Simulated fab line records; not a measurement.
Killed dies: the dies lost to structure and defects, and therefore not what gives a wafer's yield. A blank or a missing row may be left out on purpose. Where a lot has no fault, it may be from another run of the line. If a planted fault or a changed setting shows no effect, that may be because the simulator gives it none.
Which of the tools did it? + flow gf180mcu + 6 lots with 18 wafers sampled at 2 steps, on a route of 602 steps

== WHAT THE GAUGES READ, wafer by wafer ==
GF_TOP_METAL_CD_MEAS_14 targets a cd of 440 nm.
| lot  | measured     | on       | cdNm (nm)         |
|------|--------------|----------|-------------------|
| L473 | day 29 15:29 | cdSem-01 | 441.9 441.0 440.3 |
| L481 | day 32 01:26 | cdSem-02 | 440.9 441.4 441.5 |
| L483 | day 32 12:07 | cdSem-01 | 439.6 439.6 439.9 |
| L486 | day 33 05:36 | cdSem-01 | 440.7 442.7 443.6 |
| L489 | day 33 20:45 | cdSem-02 | 436.4 437.3 437.8 |
| L491 | day 34 08:26 | cdSem-01 | 439.9 439.9 439.2 |

== WHICH TOOL RAN EACH LOT (tool, then ch and the chambers of the sampled wafers, then the start) ==
| lot  | GF_V4_SPUTTER_22            |
|------|-----------------------------|
| L473 | pvdSputter-03, day 26 03:26 |
| L481 | pvdSputter-01, day 28 22:07 |
| L483 | pvdSputter-02, day 29 09:47 |
| L486 | pvdSputter-01, day 30 05:11 |
| L489 | pvdSputter-01, day 30 21:50 |
| L491 | pvdSputter-02, day 31 12:35 |
- GF_V4_SPUTTER_22: material TiN, target thk 10 nm, time 40 s.

== THE ANSWER, worked out from the rows above alone ==
Rule: the usual values come from the lots themselves. The widest of any qualifying gaps counts: lots, ordered by their means at a reading, are off when they make up no more than a third of the lots, leave a main group of 4 or more, and stand apart from it by 3 or more times the standard deviation of that group's means. The tables above print the reading to a certain number of digits; a main group whose means all agree to those digits is not used. Also off: a lot with no number at a reading for which 4 or more lots have one. The other lots that the step has rows for count as sound.
None of the lots is off at any reading shown; this tells nothing.

== WHAT WAS PUT IN BY THE SIMULATOR ==
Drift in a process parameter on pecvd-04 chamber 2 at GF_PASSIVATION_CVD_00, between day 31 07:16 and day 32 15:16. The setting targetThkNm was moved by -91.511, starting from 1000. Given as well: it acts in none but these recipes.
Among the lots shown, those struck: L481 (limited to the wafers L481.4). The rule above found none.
